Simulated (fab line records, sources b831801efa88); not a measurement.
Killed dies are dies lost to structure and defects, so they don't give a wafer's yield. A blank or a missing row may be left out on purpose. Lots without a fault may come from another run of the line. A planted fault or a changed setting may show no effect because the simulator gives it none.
fab line records | flow sky130
record lots=4 wafers=12 last_day=50
route steps=708 shown CAPM@539 METAL3@555 VIA3@573 PAD_OPEN@708
lots that met no fault: from a run of the same line without faults
start_h: hours from the record's first day to the start of the lot's first wafer shown | wait_h: hours since the lot's step before | " the same as in the row above | L1.1+2: a row that stands for several wafers | - no value, or no start given | * or withheld: withheld | < > ~ a bound
route shown NAME@n: a module of which the file shows steps, and the number in the route of the first | usual: mean/standard deviation of fault-free wafers | same: alike in all rows | chamber/n: place in a boat | sites: the reading at each site | _std_site: their standard deviation | _edge_site: outer sites' mean less inner sites' | radius_mm: how far each site lies from the wafer's centre | mask NAME#n: copy n | behind: the tool/chamber that last shaped the wafer | hold: why the lot was held/for how many hours/how that ended | device: the transistor (n, p or np) that didn't switch | end of line: the same wafers' tests at the end of the route | a step without rows: its recipe alone | killed: dies lost to structure and defects at the first sort, not the wafer's yield | map: a wafer's dies, x killed, . not, _ none there
set.NAME: the setting as run; set.NAME@STEP: as run at that earlier step | model.NAME: the simulator's own value behind a step, which no gauge read
lots at some steps of the route; a table a step, a row a wafer
services: from which hour (start_h, from the record's first day; less than 0 if before it) a tool's chamber was out of use, for how many hours, and why
## steps
# step SKY_CAPM_SPUTTER_02
# recipe material=TiN target_thk_nm=200 temp_c=300 power_w=6500 time_s=166.7 chamber_pressure_pa=0.4
# step SKY_CAPM_DEHYDRATE_05
# recipe temp_c=200 time_s=60
# step SKY_CAPM_HMDS_06
# recipe prime_time_s=60 prime_temp_c=120
# step SKY_CAPM_COAT_07
# recipe resist=NOVOLAK spin_rpm=3000 resist_thk_nm=1140
# step SKY_CAPM_SOFTBAKE_08
# recipe temp_c=90 time_s=60 resist=NOVOLAK
# step SKY_CAPM_EXPOSE_09
# recipe mask_id=CAPM na=0.6 source_shape=conventional sigma_outer=0.6 polarization=unpolarized target_cd_nm=1000 dose_mj=159
# step SKY_CAPM_PEB_10
# recipe temp_c=withheld time_s=* resist=NOVOLAK
# step SKY_CAPM_DEVELOP_11
# recipe resist=NOVOLAK developer=TMAH develop_time_s=61.76 dev_temp_c=23
# step SKY_CAPM_METAL_ETCH_13
# recipe target_depth_nm=220 stop_on=SiO2 chemistry=Cl2/BCl3 target=TiN pressure_mtorr=10 icp_w=900 bias_w=48.5 Cl2_flow_sccm=60 bcl3_flow_sccm=30 time_s=62.9
# step SKY_CAPM_STRIP_14
# recipe chemistry=O2/N2 power_w=1400 pressure_mtorr=1500 platen_temp_c=withheld o2_flow_sccm=3000 n2_flow_sccm=300 overash_fraction=0.5
# usual drypump_motor_current_A=5.7/0.43 o2_flow_sccm=3000/8.5 oes_product_au=0.710/0.0046 strip_time_to_endpoint_s=12.63/0.05
# same overash_fraction=0.5
# columns lot.wafer tool chamber start_h wait_h drypump_motor_current_A o2_flow_sccm oes_product_au rf_hours_counter_h strip_time_to_endpoint_s
L790.4 plasma_asher-03 0 932.54 0.1 5.7 3005 0.704 - 12.66
L790.5 " 0 " " 5.7 2996 0.706 - 12.61
L790.6 " 1 " " 6.7 2998 0.714 - 12.65
L794.2 plasma_asher-01 0 962.60 0.1 5.2 3005 0.710 121 12.61
L794.3 " 1 " " 5.5 2999 0.715 - 12.67
L794.5 " 1 " " 5.4 2996 0.700 - 12.52
L801.3 plasma_asher-01 0 1011.74 0.1 5.3 2994 0.703 - 12.64
L801.5 " 0 " " 5.3 3003 0.710 - 12.69
L801.6 " 1 " " 5.5 3019 0.717 - 12.70
L804.2 plasma_asher-01 1 1029.75 0.1 5.4 3013 0.706 128 12.64
L804.3 " 1 " " 5.4 2996 0.715 - 12.64
L804.5 " 1 " " 5.4 3009 0.710 - 12.64
# step SKY_CAPM_STRIP_15
# recipe chemistry=post_etch_residue_remover time_s=1200 temp_c=72.5
# step SKY_CAPM_CLEAN_16
# recipe chemistry=IPA time_s=180 temp_c=25
# step SKY_CAPM_CLEAN_17
# recipe chemistry=O3/DIW dry=n2_spin
# step SKY_METAL3_DEHYDRATE_05
# recipe temp_c=200 time_s=60
# step SKY_METAL3_HMDS_06
# recipe prime_time_s=60 prime_temp_c=120
# step SKY_METAL3_COAT_07
# recipe resist=BARC temp_c=withheld time_s=withheld spin_rpm=3000 resist_thk_nm=60
# step SKY_METAL3_COAT_08
# recipe resist=KrF-thick spin_rpm=3000 resist_thk_nm=1140
# step SKY_METAL3_SOFTBAKE_09
# recipe temp_c=100 time_s=90 resist=KrF-thick
# step SKY_METAL3_EXPOSE_10
# recipe mask_id=MM3 na=0.68 source_shape=annular sigma_inner=0.4 sigma_outer=0.8 target_cd_nm=300 dose_mj=28
# step SKY_METAL3_PEB_11
# recipe peb_temp_c=withheld peb_time_s=withheld resist=KrF-thick
# step SKY_METAL3_DEVELOP_12
# recipe develop_time_s=60 resist=KrF-thick dev_temp_c=21
# step SKY_METAL3_DESCUM_15
# recipe chemistry=O2 source_power_w=150 bias_power_w=0 pressure_mtorr=10 temp_c=40 time_s=8
# step SKY_METAL3_ETCH_16
# recipe chemistry=N2/H2 target=BARC ion_energy_ev=200 bias_w=100 pressure_mtorr=30 n2_flow_sccm=100 h2_flow_sccm=200 icp_w=500 stop_on=SiO2 time_s=88.2 target_depth_a=600
# step SKY_METAL3_ETCH_17
# recipe target=SiO2 stop_on=TiN chemistry=C4F8/O2/Ar source_w=1500 bias_w=1200 pressure_mtorr=40 c4f8_flow_sccm=withheld O2_flow_sccm=6 Ar_flow_sccm=300 time_s=3.9 target_depth_a=150
# step SKY_METAL3_METAL_ETCH_18
# recipe target_depth_a=8450 stop_on=SiO2 over_etch_frac=0.3 time_s=183.1 chemistry=Cl2/BCl3 resist_sidewall_deg=88 pressure_mtorr=10 icp_w=900 bias_w=48.5 Cl2_flow_sccm=60 bcl3_flow_sccm=30
# step SKY_METAL3_STRIP_19
# recipe chemistry=O2/N2 power_w=1400 pressure_mtorr=1500 platen_temp_c=withheld o2_flow_sccm=3000 n2_flow_sccm=300 overash_fraction=0.5
# step SKY_METAL3_STRIP_20
# recipe chemistry=post_etch_residue_remover time_s=1200 temp_c=72.5
# step SKY_METAL3_CLEAN_21
# recipe chemistry=IPA time_s=180 temp_c=25
# step SKY_METAL3_CLEAN_22
# recipe chemistry=O3/DIW dry=n2_spin
# step SKY_VIA3_HDPCVD_00
# recipe material=SiO2 target_thk_nm=1635 sigma_open_frac=0.3 time_s=272.5 temp_c=400 sih4_flow_sccm=60 pressure_mtorr=6
# step SKY_VIA3_CMP_02
# recipe material=SiO2 down_force_psi=4 platen_rpm=60 pad_velocity_m_s=0.94248
# step SKY_VIA3_DEHYDRATE_04
# recipe temp_c=200 time_s=60
# step SKY_VIA3_HMDS_05
# recipe prime_time_s=60 prime_temp_c=120
# step SKY_VIA3_COAT_06
# recipe resist=BARC temp_c=withheld time_s=withheld spin_rpm=3000 resist_thk_nm=60
# step SKY_VIA3_COAT_07
# recipe resist=KrF-thick spin_rpm=3000 resist_thk_nm=450
# step SKY_PAD_OPEN_PROBE_99
# usual defect_limited_yield=82.6/1.9 killed_at_M0_to_M3=42/7 killed_at_M4_up=3.2/1.6 killed_at_contacts=24/5.8 killed_at_front_end=16/4.3 killed_at_other=0.3/0.62 killed_dies=86/9.5 killed_open=46/6.4 killed_short=39/6.3 sort_bin_3_pad_short=0.9/0.43 sort_bin_5_function=10.5/1.4 sort_bin_6_memory=6.1/1.2 sort_n_pass=406/9.5 sort_yield_pct=82.6/1.9
# same gross_dies=492 killed_at_back_side=0 sort_bin_4_leakage[%]=0 sort_bin_8_speed[%]=0
# columns lot.wafer tool chamber start_h wait_h defect_limited_yield[%] killed_at_M0_to_M3 killed_at_M4_up killed_at_contacts killed_at_front_end killed_at_other killed_dies killed_open killed_short sort_bin_3_pad_short[%] sort_bin_5_function[%] sort_bin_6_memory[%] sort_n_pass sort_yield_pct[%] model.etest.tester.sort_n_pass model.etest.tester.sort_yield_pct model.etest.tester.sort_bin_5_pct model.etest.tester.sort_bin_3_pct
L790.4 prober-01 - 1121.85 0.2 84.1 30 5 26 17 0 78 41 37 1.0 8.9 5.9 414 84.1 414 84.15 8.943 1.016
L790.5 prober-01 - 1121.90 0.2 85.2 38 1 23 11 0 73 38 35 0.8 8.9 5.1 419 85.2 419 85.16 8.943 0.813
L790.6 prober-01 - 1121.95 0.2 82.1 41 4 22 21 0 88 42 46 0.8 10.8 6.3 404 82.1 404 82.11 10.77 0.813
L794.2 prober-01 - 1147.69 0.1 83.7 38 3 21 18 0 80 44 36 0.2 10.2 5.9 412 83.7 412 83.74 10.16 0.2033
L794.3 prober-01 - 1147.74 0.2 83.5 41 3 16 21 0 81 47 34 0.6 9.8 6.1 411 83.5 411 83.54 9.756 0.6098
L794.5 prober-01 - 1147.84 0.2 80.3 47 5 26 17 2 97 54 43 1.2 12.0 6.5 395 80.3 395 80.28 11.99 1.22
L801.3 prober-02 - 1183.42 0.2 81.3 54 3 20 15 0 92 51 41 1.8 10.4 6.5 400 81.3 400 81.3 10.37 1.829
L801.5 prober-02 - 1183.52 0.2 83.1 38 5 21 19 0 83 40 42 1.0 11.4 4.5 409 83.1 409 83.13 11.38 1.016
L801.6 prober-02 - 1183.57 0.2 75.0 34 3 19 12 55 123 43 25 1.4 17.3 6.3 369 75.0 369 75 17.28 1.423
L804.2 prober-01 - 1194.02 0.1 72.8 29 1 30 17 57 134 44 33 2.2 17.9 7.1 358 72.8 358 72.76 17.89 2.236
L804.3 prober-01 - 1194.07 0.2 72.0 50 3 17 24 44 138 47 47 2.4 18.3 7.3 354 72.0 354 71.95 18.29 2.439
L804.5 prober-01 - 1194.17 0.2 70.5 44 2 30 17 52 145 46 47 2.8 17.7 8.9 347 70.5 347 70.53 17.68 2.846
# killed by level:class
L790.4 VIA2:geometric_particle:open=9 LI_CONTACT:geometric_particle:open=7 CONTACT:geometric_particle:open=6 POLY_GATE:geometric_particle:short=5 LOCAL_INTERCONNECT:geometric_particle:short=5 FIELD_ISO:geometric_particle:open=4 POLY_GATE:geometric_particle:open=4 CONTACT:geometric_particle:short=4
L790.5 VIA3:geometric_particle:open=9 CONTACT:geometric_particle:open=7 FIELD_ISO:geometric_particle:short=6 LOCAL_INTERCONNECT:geometric_particle:short=5 CONTACT:geometric_particle:short=5 VIA2:geometric_particle:open=5 VIA1:geometric_particle:open=5 LI_CONTACT:geometric_particle:open=4
L790.6 LI_CONTACT:geometric_particle:open=10 FIELD_ISO:geometric_particle:short=8 METAL1:geometric_particle:short=7 VIA2:geometric_particle:open=6 METAL2:geometric_particle:short=5 VIA1:geometric_particle:open=5 VIA3:geometric_particle:open=5 POLY_GATE:geometric_particle:short=4
L794.2 VIA3:geometric_particle:open=9 CONTACT:geometric_particle:open=8 FIELD_ISO:geometric_particle:short=6 LOCAL_INTERCONNECT:geometric_particle:short=5 METAL1:geometric_particle:short=5 METAL2:geometric_particle:open=5 FIELD_ISO:geometric_particle:open=4 POLY_GATE:geometric_particle:short=4
L794.3 VIA1:geometric_particle:open=13 CONTACT:geometric_particle:open=8 VIA1:geometric_particle:short=7 METAL2:geometric_particle:short=6 FIELD_ISO:geometric_particle:short=5 POLY_GATE:geometric_particle:open=5 POLY_GATE:geometric_particle:short=5 VIA3:geometric_particle:open=5
L794.5 CONTACT:geometric_particle:open=9 LI_CONTACT:geometric_particle:open=8 VIA1:geometric_particle:open=8 VIA1:geometric_particle:short=7 VIA3:geometric_particle:open=7 VIA2:geometric_particle:open=6 FIELD_ISO:geometric_particle:short=5 FIELD_ISO:geometric_particle:open=5
L801.3 CONTACT:geometric_particle:open=14 VIA2:geometric_particle:open=11 VIA1:geometric_particle:open=9 METAL1:geometric_particle:short=8 METAL2:geometric_particle:short=6 FIELD_ISO:geometric_particle:short=5 VIA3:geometric_particle:open=5 CONTACT:geometric_particle:short=4
L801.5 VIA1:geometric_particle:open=8 CONTACT:geometric_particle:open=7 METAL2:geometric_particle:short=7 CONTACT:geometric_particle:short=6 VIA3:geometric_particle:open=6 FIELD_ISO:geometric_particle:short=5 VIA2:geometric_particle:open=5 LI_CONTACT:geometric_particle:open=4
L801.6 CAPM:unspecified=55 CONTACT:geometric_particle:open=11 VIA1:geometric_particle:open=11 FIELD_ISO:geometric_particle:open=5 METAL1:geometric_particle:short=4 VIA2:geometric_particle:open=4 VIA3:geometric_particle:open=4 POLY_GATE:geometric_particle:short=3
L804.2 CAPM:unspecified=57 CONTACT:geometric_particle:open=12 LI_CONTACT:geometric_particle:open=7 VIA1:geometric_particle:open=6 POLY_GATE:geometric_particle:short=5 LOCAL_INTERCONNECT:geometric_particle:short=5 CONTACT:geometric_particle:short=5 FIELD_ISO:geometric_particle:short=4
L804.3 CAPM:unspecified=44 POLY_GATE:geometric_particle:short=10 VIA3:geometric_particle:open=9 VIA2:geometric_particle:open=9 CONTACT:geometric_particle:open=8 METAL1:geometric_particle:short=8 VIA1:geometric_particle:open=7 FIELD_ISO:geometric_particle:open=5
L804.5 CAPM:unspecified=52 VIA2:geometric_particle:open=10 LOCAL_INTERCONNECT:geometric_particle:short=8 CONTACT:geometric_particle:open=8 VIA3:geometric_particle:open=7 LI_CONTACT:geometric_particle:open=6 CONTACT:geometric_particle:short=6 METAL2:geometric_particle:short=6
# map L801.6 (x killed, . not)
__________.x....x..._________
________......xxxxx..._______
______.......xxxxxxx...._____
_____...x...xxxxxx.xx....____
____.......x.xxxxxxxx..x.x___
___x...x....xxxxxxxxx......__
__...x..x..xxxxxxxxx.......x_
_...x.....x.xx.xxxx....x.....
_x...x......xxxxxx..x....x.x.
_x...x..........x.....x......
_.....x.....x........xx...x..
_.................xx.........
_x.....x............x........
_x.x.............x.x.....x..x
_............x.....x.........
__x.................xxx....x_
___.........x.......xxx....__
____x............x.....x..___
_____..x.x............x..____
______.x.x...x.........._____
________x.....x......._______
__________x..xx..x.._________
# map L804.5 (x killed, . not)
__________..x....xx._________
________.x..x..x.....x_______
______xx....xxxxxxx.xx.._____
_____.xx..x..xxxxxxxx.x..____
____x...x.xxxxxxxxxxxx...x___
___x......xx.xxxxxxxx..x...__
__.x.x....xxxxxxxxx........._
_.............xxxxxx.........
_..x......x..x.xx.x......x..x
_.......xx...x........x...x..
_.....x.............x........
_.x.xxx......x........x.....x
_.....x.x.x.....x...x....xx..
_x.....x...x.....x..x.xx.....
_xxx..xx.....x.....x.....x...
__......x......x.x.x...x.x.._
___.................xxxxx..__
____xxx...........x.x.x...___
_____.x.x..x....x........____
______x....x............_____
________..x.......x..._______
__________...x..x..._________
## services
# columns tool chamber start_h hours kind
plasma_asher-03 - 997.20 2.8 pm
## key
first_sign step=SKY_PAD_OPEN_PROBE_99 reading=killed_at_other direction=up sigmas=52 usual=0.3 struck=52
effect step=SKY_PAD_OPEN_PROBE_99 reading=sort_bin_5_function direction=up sigmas=5.2 usual=10.5 struck=17.8
model_effect step=SKY_PAD_OPEN_PROBE_99 value=etest.tester.sort_n_pass without=403.8 struck=357
met_at SKY_CAPM_STRIP_14
struck_wafers L801.6,L804.2,L804.3,L804.5
onset_between 962.60 1011.74
fault kind=chamber_particle_source tool=plasma_asher-01 chamber=1 onset_h=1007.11 steps=SKY_CAPM_STRIP_14 rate_per_visit_cm2=0.80469 end_h=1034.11
